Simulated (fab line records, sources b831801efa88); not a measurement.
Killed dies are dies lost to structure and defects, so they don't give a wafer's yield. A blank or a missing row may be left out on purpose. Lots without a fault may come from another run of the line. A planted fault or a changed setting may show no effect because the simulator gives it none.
fab line records | flow gf180mcu
record lots=12 wafers=36 last_day=34
route steps=602 shown SALICIDE@281 CONTACT@288
lots that met no fault: from a run of the same line without faults
start_h: hours from the record's first day to the start of the lot's first wafer shown | wait_h: hours since the lot's step before | " the same as in the row above | L1.1+2: a row that stands for several wafers | - no value, or no start given | * or withheld: withheld | < > ~ a bound
route shown NAME@n: a module of which the file shows steps, and the number in the route of the first | usual: mean/standard deviation of fault-free wafers | same: alike in all rows | chamber/n: place in a boat | sites: the reading at each site | _std_site: their standard deviation | _edge_site: outer sites' mean less inner sites' | radius_mm: how far each site lies from the wafer's centre | mask NAME#n: copy n | behind: the tool/chamber that last shaped the wafer | hold: why the lot was held/for how many hours/how that ended | device: the transistor (n, p or np) that didn't switch | end of line: the same wafers' tests at the end of the route | a step without rows: its recipe alone | killed: dies lost to structure and defects at the first sort, not the wafer's yield | map: a wafer's dies, x killed, . not, _ none there
set.NAME: the setting as run; set.NAME@STEP: as run at that earlier step | model.NAME: the simulator's own value behind a step, which no gauge read
steps of the route over a sample of lots; a table a step, a row a wafer
services: from which hour (start_h, from the record's first day; less than 0 if before it) a tool's chamber was out of use, for how many hours, and why
## steps
# step GF_SALICIDE_SPUTTER_03
# recipe material=TiN target_thk_nm=20 power_w=6500 time_s=16.7 chamber_pressure_pa=0.4
# usual throttle_valve_pct=30.3/1.2
# columns lot.wafer tool chamber start_h wait_h throttle_valve_pct
L898.2 pvd_sputter-01 - 353.54 0.0 32.4
L898.4 " - " " 30.9
L898.5 " - " " 32.3
L899.2 pvd_sputter-04 - 356.45 0.0 30.6
L899.3 " - " " 28.8
L899.6 " - " " 28.1
L904.2 pvd_sputter-01 - 396.97 0.0 32.6
L904.5 " - " " 30.9
L904.6 " - " " 30.2
L905.3 pvd_sputter-01 - 410.65 0.0 30.3
L905.4 " - " " 32.3
L905.5 " - " " 30.9
L906.2 pvd_sputter-04 - 414.66 0.0 30.8
L906.5 " - " " 31.0
L906.6 " - " " 30.8
L909.4 pvd_sputter-03 - 445.40 0.0 28.5
L909.5 " - " " 29.0
L909.6 " - " " 31.2
L914.3 pvd_sputter-01 - 482.20 0.0 30.0
L914.4 " - " " 32.4
L914.6 " - " " 31.1
L915.2 pvd_sputter-01 - 496.20 0.0 30.2
L915.3 " - " " 30.9
L915.6 " - " " 30.3
L916.4 pvd_sputter-03 - 503.11 0.0 30.8
L916.5 " - " " 29.9
L916.6 " - " " 28.3
L917.1 pvd_sputter-03 - 508.50 0.0 30.1
L917.2 " - " " 28.8
L917.5 " - " " 29.9
L918.3 pvd_sputter-03 - 515.63 0.0 28.2
L918.5 " - " " 28.7
L918.6 " - " " 31.1
L919.2 pvd_sputter-01 - 525.21 0.0 30.3
L919.3 " - " " 29.9
L919.4 " - " " 32.3
# step GF_CONTACT_THK_MEAS_01
# recipe reads=SiO2_of_CONTACT_CVD_00
# usual CONTACT_CVD_00_THK=298/3.5
# columns lot.wafer tool chamber start_h wait_h CONTACT_CVD_00_THK[nm]
L898.2 film_metro-03 - 354.11 0.0 293
L898.4 " - " " 299
L898.5 " - " " 294
L899.2 film_metro-03 - 357.00 0.0 310
L899.3 " - " " 301
L899.6 " - " " 305
L904.2 film_metro-04 - 397.52 0.0 305
L904.5 " - " " 300
L904.6 " - " " 299
L905.3 film_metro-04 - 411.31 0.1 305
L905.4 " - " " 305
L905.5 " - " " 306
L906.2 film_metro-04 - 415.22 0.0 298
L906.5 " - " " 296
L906.6 " - " " 296
L909.4 film_metro-03 - 445.97 0.0 300
L909.5 " - " " 303
L909.6 " - " " 300
L914.3 film_metro-01 - 482.77 0.0 303
L914.4 " - " " 304
L914.6 " - " " 303
L915.2 film_metro-01 - 496.75 0.0 295
L915.3 " - " " 295
L915.6 " - " " 299
L916.4 film_metro-01 - 503.69 0.0 297
L916.5 " - " " 291
L916.6 " - " " 292
L917.1 film_metro-03 - 509.04 0.0 296
L917.2 " - " " 301
L917.5 " - " " 295
L918.3 film_metro-01 - 516.20 0.0 298
L918.5 " - " " 302
L918.6 " - " " 296
L919.2 film_metro-04 - 525.76 0.0 296
L919.3 " - " " 298
L919.4 " - " " 300
# step GF_CONTACT_SPUTTER_23
# recipe material=TiN target_thk_nm=10 chamber_pressure_pa=5 power_w=4000 time_s=40
# usual throttle_valve_pct=30.2/1
# columns lot.wafer tool chamber start_h wait_h throttle_valve_pct
L898.2 pvd_sputter-03 - 377.94 0.0 28.4
L898.4 " - " " 28.7
L898.5 " - " " 28.2
L899.2 pvd_sputter-01 - 381.37 0.0 30.9
L899.3 " - " " 32.4
L899.6 " - " " 30.5
L904.2 pvd_sputter-03 - 422.04 0.0 28.4
L904.5 " - " " 29.0
L904.6 " - " " 31.3
L905.3 pvd_sputter-03 - 436.54 0.0 29.0
L905.4 " - " " 30.0
L905.5 " - " " 28.2
L906.2 pvd_sputter-01 - 440.43 0.0 30.0
L906.5 " - " " 32.6
L906.6 " - " " 30.0
L909.4 pvd_sputter-03 - 471.67 0.0 28.9
L909.5 " - " " 28.2
L909.6 " - " " 29.9
L914.3 pvd_sputter-01 - 507.93 0.0 30.2
L914.4 " - " " 29.8
L914.6 " - " " 32.3
L915.2 pvd_sputter-02 - 520.45 0.0 29.8
L915.3 " - " " 30.3
L915.6 " - " " 30.3
L916.4 pvd_sputter-01 - 527.80 0.0 31.0
L916.5 " - " " 32.3
L916.6 " - " " 29.9
L917.1 pvd_sputter-03 - 533.20 0.0 31.1
L917.2 " - " " 29.0
L917.5 " - " " 29.9
L918.3 pvd_sputter-02 - 540.23 0.0 30.1
L918.5 " - " " 30.6
L918.6 " - " " 30.2
L919.2 pvd_sputter-02 - 549.72 0.0 30.6
L919.3 " - " " 31.3
L919.4 " - " " 30.3
# step GF_CONTACT_CVD_24
# recipe material=W target_thk_nm=300 time_s=90.339 temp_c=400 pressure_torr=40
# usual heater_power_w=926/59 susceptor_temp_C=399.97/0.27
# columns lot.wafer tool chamber start_h wait_h heater_power_w susceptor_temp_C
L898.2 cvd_w-01 1 377.98 0.0 929 400.22
L898.4 " 0 " " 952 399.96
L898.5 " 1 " " 947 400.45
L899.2 cvd_w-02 0 381.41 0.0 799 399.99
L899.3 " 1 " " 973 399.93
L899.6 " 0 " " 814 399.91
L904.2 cvd_w-01 1 422.08 0.0 963 399.49
L904.5 " 1 " " 930 399.34
L904.6 " 0 " " 810 369.93
L905.3 cvd_w-02 0 436.62 0.1 774 400.12
L905.4 " 1 " " 914 400.18
L905.5 " 0 " " 774 400.12
L906.2 cvd_w-01 1 440.47 0.0 972 400.18
L906.5 " 0 " " 802 369.41
L906.6 " 1 " " 947 400.27
L909.4 cvd_w-02 1 471.75 0.1 923 400.09
L909.5 " 0 " " 785 399.93
L909.6 " 1 " " 883 400.06
L914.3 cvd_w-01 1 508.01 0.1 959 399.63
L914.4 " 0 " " 952 400.14
L914.6 " 1 " " 956 399.61
L915.2 cvd_w-01 0 520.49 0.0 972 399.98
L915.3 " 0 " " 963 400.09
L915.6 " 0 " " 949 399.70
L916.4 cvd_w-01 1 527.88 0.1 951 400.35
L916.5 " 1 " " 948 400.24
L916.6 " 0 " " 956 400.52
L917.1 cvd_w-01 0 533.24 0.0 975 400.13
L917.2 " 1 " " 936 400.15
L917.5 " 1 " " 941 400.22
L918.3 cvd_w-01 0 540.31 0.1 957 399.89
L918.5 " 0 " " 952 400.01
L918.6 " 1 " " 945 400.33
L919.2 cvd_w-01 1 549.76 0.0 952 399.91
L919.3 " 1 " " 948 399.85
L919.4 " 0 " " 993 399.99
# step GF_CONTACT_RS_MEAS_25
# recipe thk_meas_gauge=four-point-probe reads=W_of_CONTACT_CVD_24+TiN_of_CONTACT_SPUTTER_23+Ti_of_CONTACT_SPUTTER_22
# usual CONTACT_W_RS=0.384/0.0039
# columns lot.wafer tool chamber start_h wait_h CONTACT_W_RS[ohm/sq]
L898.2 film_metro-03 - 378.10 0.1 0.387
L898.4 " - " " 0.391
L898.5 " - " " 0.388
L899.2 film_metro-04 - 381.53 0.1 0.388
L899.3 " - " " 0.389
L899.6 " - " " 0.389
L904.2 film_metro-04 - 422.20 0.1 0.385
L904.5 " - " " 0.386
L904.6 " - " " 0.683
L905.3 film_metro-04 - 436.72 0.1 0.382
L905.4 " - " " 0.387
L905.5 " - " " 0.385
L906.2 film_metro-03 - 440.59 0.1 0.385
L906.5 " - " " 0.688
L906.6 " - " " 0.387
L909.4 film_metro-03 - 471.87 0.1 0.385
L909.5 " - " " 0.382
L909.6 " - " " 0.384
L914.3 film_metro-01 - 508.11 0.1 0.383
L914.4 " - " " 0.380
L914.6 " - " " 0.382
L915.2 film_metro-01 - 520.61 0.1 0.389
L915.3 " - " " 0.388
L915.6 " - " " 0.391
L916.4 film_metro-01 - 528.00 0.1 0.385
L916.5 " - " " 0.385
L916.6 " - " " 0.387
L917.1 film_metro-04 - 533.34 0.1 0.384
L917.2 " - " " 0.379
L917.5 " - " " 0.383
L918.3 film_metro-03 - 540.41 0.1 0.391
L918.5 " - " " 0.385
L918.6 " - " " 0.386
L919.2 film_metro-03 - 549.88 0.1 0.381
L919.3 " - " " 0.378
L919.4 " - " " 0.381
# step GF_CONTACT_THK_MEAS_26
# recipe thk_meas_gauge=xrf reads=W_of_CONTACT_CVD_24
# usual CONTACT_W_THK=302/3.8
# columns lot.wafer tool chamber start_h wait_h CONTACT_W_THK[nm]
L898.2 film_metro-03 - 378.21 0.1 298
L898.4 " - " " 295
L898.5 " - " " 299
L899.2 film_metro-04 - 381.64 0.1 302
L899.3 " - " " 299
L899.6 " - " " 300
L904.2 film_metro-04 - 422.31 0.1 303
L904.5 " - " " 301
L904.6 " - " " 172
L905.3 film_metro-04 - 436.82 0.1 304
L905.4 " - " " 298
L905.5 " - " " 299
L906.2 film_metro-03 - 440.70 0.1 304
L906.5 " - " " 170
L906.6 " - " " 300
L909.4 film_metro-03 - 471.96 0.1 303
L909.5 " - " " 305
L909.6 " - " " 302
L914.3 film_metro-01 - 508.21 0.1 307
L914.4 " - " " 306
L914.6 " - " " 304
L915.2 film_metro-01 - 520.72 0.1 299
L915.3 " - " " 300
L915.6 " - " " 299
L916.4 film_metro-01 - 528.09 0.1 300
L916.5 " - " " 300
L916.6 " - " " 298
L917.1 film_metro-04 - 533.46 0.1 306
L917.2 " - " " 309
L917.5 " - " " 305
L918.3 film_metro-03 - 540.51 0.1 294
L918.5 " - " " 300
L918.6 " - " " 297
L919.2 film_metro-03 - 549.99 0.1 300
L919.3 " - " " 303
L919.4 " - " " 301
# step GF_CONTACT_CMP_27
# recipe stop_on=SiO2 down_force_psi=3.5 platen_rpm=60 t_overpolish_s=15 target_thk_nm=0 pad_velocity_m_s=0.94248
# usual head_pressure_psi=3.500/0.007 motor_current_A=10.8/1.3 time_to_endpoint_s=74/4.1
# columns lot.wafer tool chamber start_h wait_h head_pressure_psi motor_current_A time_to_endpoint_s
L898.2 cmp-02 2 378.26 0.0 3.503 10.9 73
L898.4 " 1 " " 3.508 12.1 73
L898.5 " 3 " " 3.489 11.3 76
L899.2 cmp-01 0 381.74 0.1 3.500 11.7 81
L899.3 " 1 " " 3.501 8.5 75
L899.6 " 0 " " 3.508 11.5 79
L904.2 cmp-01 3 422.51 0.2 3.513 11.3 73
L904.5 " 0 " " 3.492 11.5 80
L904.6 " 1 " " 3.491 8.3 39
L905.4 cmp-02 3 436.91 0.1 3.496 11.5 77
L905.3 " 1 " " 3.496 12.0 77
L905.5 " 3 " " 3.505 10.9 76
L906.2 cmp-02 1 440.85 0.1 3.491 11.9 80
L906.5 " 3 " " 3.496 11.4 42
L906.6 " 0 " " 3.504 12.5 73
L909.4 cmp-01 1 471.99 0.0 3.503 8.6 71
L909.6 " 1 " " 3.490 8.3 69
L909.5 " 2 " " 3.500 9.5 75
L914.3 cmp-02 1 508.25 0.0 3.505 11.4 80
L914.4 " 2 " " 3.505 10.6 81
L914.6 " 2 " " 3.493 11.1 80
L915.2 cmp-01 2 520.82 0.1 3.497 10.5 65
L915.3 " 3 " " 3.494 11.0 65
L915.6 " 1 " " 3.498 8.8 63
L916.4 cmp-02 0 528.27 0.2 3.504 12.5 72
L916.5 " 1 " " 3.507 11.3 74
L916.6 " 2 " " 3.511 11.1 74
L917.1 cmp-01 2 533.57 0.1 3.509 10.0 71
L917.2 " 3 " " 3.489 11.2 67
L917.5 " 1 " " 3.498 9.1 63
L918.3 cmp-01 0 540.55 0.0 3.501 11.8 70
L918.6 " 0 " " 3.502 12.0 71
L918.5 " 1 " " 3.507 8.8 64
L919.2 cmp-01 3 550.04 0.0 3.490 11.5 74
L919.4 " 1 " " 3.506 8.5 70
L919.3 " 2 " " 3.489 10.3 71
## services
# columns tool chamber start_h hours kind
pvd_sputter-03 - 330.91 11.4 repair
cvd_w-02 - 347.47 0.9 repair
cmp-01 - 354.94 5.2 repair
pvd_sputter-03 - 360.28 3.0 repair
cmp-02 - 360.69 2.3 repair
cvd_w-02 1 365.36 14.3 repair
pvd_sputter-03 - 365.99 3.3 repair
cvd_w-02 0 374.41 4.0 repair
pvd_sputter-03 - 378.59 2.9 repair
cmp-01 - 387.25 1.4 repair
cvd_w-02 - 390.00 14.0 pm
cvd_w-01 0 395.42 5.0 repair
cmp-02 - 404.04 4.0 pm
cmp-01 - 408.04 5.6 pm
pvd_sputter-02 - 417.66 4.6 repair
cmp-02 - 421.70 1.6 repair
cvd_w-01 - 426.15 4.9 repair
cmp-01 - 426.37 2.1 repair
cvd_w-01 0 428.46 2.1 repair
cmp-02 - 428.55 4.1 pm
cmp-01 - 439.15 2.2 repair
cvd_w-01 0 495.46 7.6 repair
cvd_w-01 - 521.11 6.0 pm
cmp-01 - 528.50 2.2 repair
## key
first_sign step=GF_CONTACT_CVD_24 reading=susceptor_temp_C direction=down sigmas=99+ usual=* struck=*
effect step=GF_CONTACT_RS_MEAS_25 reading=CONTACT_W_RS direction=up sigmas=77 usual=0.384 struck=0.685
effect step=GF_CONTACT_THK_MEAS_26 reading=CONTACT_W_THK direction=down sigmas=35 usual=302 struck=171
effect step=GF_CONTACT_CMP_27 reading=time_to_endpoint_s direction=down sigmas=8.3 usual=* struck=*
met_at GF_CONTACT_CVD_24
struck_lots L904,L906
struck_wafers L904.6,L906.5
tester_left_out L904,L906
not_acting_at GF_SALICIDE_SPUTTER_03,GF_CONTACT_THK_MEAS_01,GF_CONTACT_SPUTTER_23
onset_between 377.98 422.08
fault kind=process_parameter_drift tool=cvd_w-01 chamber=0 onset_h=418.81 steps=GF_CONTACT_CVD_24 channel=temp_c offset=* shape=step end_h=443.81 acts_in=* stated=*
# tester_left_out: of these lots the tester's yield and bins aren't shown, on N5 and GAA mostly nor the transistor test; their killed dies are dies lost to structure and defects alone, not to doping, threshold or leakage, so they don't give the yield
